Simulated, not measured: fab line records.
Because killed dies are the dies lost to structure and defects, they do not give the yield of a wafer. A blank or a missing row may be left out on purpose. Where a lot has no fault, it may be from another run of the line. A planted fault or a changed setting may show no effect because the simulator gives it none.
Struck lot and sound lot, side by side | flow sky130 | 17 out of 708 route steps
Sound: the wafers L874.4, L874.5, L874.6. Wafers struck: L890.1, L890.3, L890.5. At the end, the cause is stated.
At each step with rows: each side's tool, then ch and its chambers, then its first start. Under that, the readings that differ: sound wafers | struck wafers | difference of the means | sigmas: that difference in standard deviations of wafers without a fault.
alike: readings whose means differ by less than 2 such deviations, and words and numbers that are the same on both sides. not compared: withheld readings, readings that some wafer has no value for, bounds like >300 that may hide the same value, and numbers for which the record gives no deviation and whose values overlap.
A row with sigmas, a row that says differs or no value, or rows on one side alone: a step with any of these is where the two part. Numbers that have no deviation but don't overlap get no sigmas and don't part them. A reading that every wafer of one side lacks parts them only if that side has two wafers or more.

SKY_LDD_HVN_OVL_MEAS_07:
  struck on overlay-02, day 28 03:21; sound on overlay-01, day 21 21:17
  alike: LDD_HVN_OVL
then, 1 step without rows for these wafers: SKY_LDD_HVN_IMPLANT_08.
SKY_LDD_HVN_STRIP_09: strips in O2/N2.
  sound on plasmaAsher-03 ch 0,1, day 21 21:29; struck on plasmaAsher-03 ch 0,1, day 28 03:32
  alike: drypumpMotorCurrentA, oesProductAu, stripTimeToEndpointS
  not compared: rfHoursCounterH
SKY_LDD_HVN_TW_MEAS_10:
  struck on filmMetro-02, day 28 03:38; sound on filmMetro-02, day 21 21:35
  alike: LDD_HVN_TW
then, 7 steps without rows for these wafers: SKY_LDD_HVP_DEHYDRATE_00 (time 60 s); SKY_LDD_HVP_HMDS_01 (prime time 60 s); SKY_LDD_HVP_COAT_02 (resist thk 300 nm); SKY_LDD_HVP_SOFTBAKE_03 (time 60 s); SKY_LDD_HVP_EXPOSE_04 (exposes mask HVPTM, target cd 700 nm); SKY_LDD_HVP_PEB_05; SKY_LDD_HVP_DEVELOP_06 (develop time 60 s).
SKY_LDD_HVP_OVL_MEAS_07:
  struck on overlay-02, day 29 08:34; sound on overlay-02, day 23 04:57
reading          | sound       | struck         | difference | sigmas
LDD_HVP_OVL (nm) | 1.6 1.5 3.1 | -2.4 -4.0 -3.9 | -5.5       | -4
SKY_LDD_HVP_IMPLANT_08:
  sound on implanter-02 ch 0, day 23 05:02; struck on implanter-01 ch 0, day 29 08:36
reading          | sound          | struck            | difference | sigmas
beamOnS (s)      | 9.89 9.89 9.84 | 11.89 12.28 12.04 | +2.20      | +10
faradayCurrentUA | 95.4 95.1 95.2 | 78.9 76.8 78.5    | -17.2      | -9
  alike: doseIonsCm2, tiltDeg
SKY_LDD_HVP_STRIP_09: strips in O2/N2.
  sound on plasmaAsher-02 ch 0,1, day 23 05:09; struck on plasmaAsher-01 ch 0,1, day 29 08:45
  alike: drypumpMotorCurrentA, oesProductAu, stripTimeToEndpointS
  not compared: rfHoursCounterH
SKY_LDD_HVP_TW_MEAS_10:
  struck on filmMetro-04, day 29 08:51; sound on filmMetro-02, day 23 05:14
reading    | sound       | struck      | difference | sigmas
LDD_HVP_TW | 449 450 452 | 474 473 472 | +23        | +5
then, 1 step without rows for these wafers: SKY_LDD_LDN_DEHYDRATE_00 (time 60 s).
-- record jumps: 21 days separate the struck wafers' starts on either side; left off in module LDD_LDN, taken up again in module PAD_OPEN, whose first shown step is the route's number 708 --
SKY_PAD_OPEN_PROBE_99:
  struck on prober-01, day 50 20:47; sound on prober-02, day 46 20:17
reading                      | sound          | struck         | difference | sigmas
model.etest.tip_p_5v.rsOhmSq | 2904 2929 2907 | 2556 2550 2541 | -364       | 
  alike: killed_at_M0_to_M3, killed_at_M4_up, killedAtContacts, killedAtFrontEnd, killedAtOther, killedDies, killedOpen, killedShort

## WHERE THEY PART
Last at SKY_LDD_HVP_TW_MEAS_10 as far as this record goes, first at SKY_LDD_HVP_OVL_MEAS_07. Later steps at which nothing parts them and some readings are alike: SKY_PAD_OPEN_PROBE_99.

WHY: what the simulator had put in
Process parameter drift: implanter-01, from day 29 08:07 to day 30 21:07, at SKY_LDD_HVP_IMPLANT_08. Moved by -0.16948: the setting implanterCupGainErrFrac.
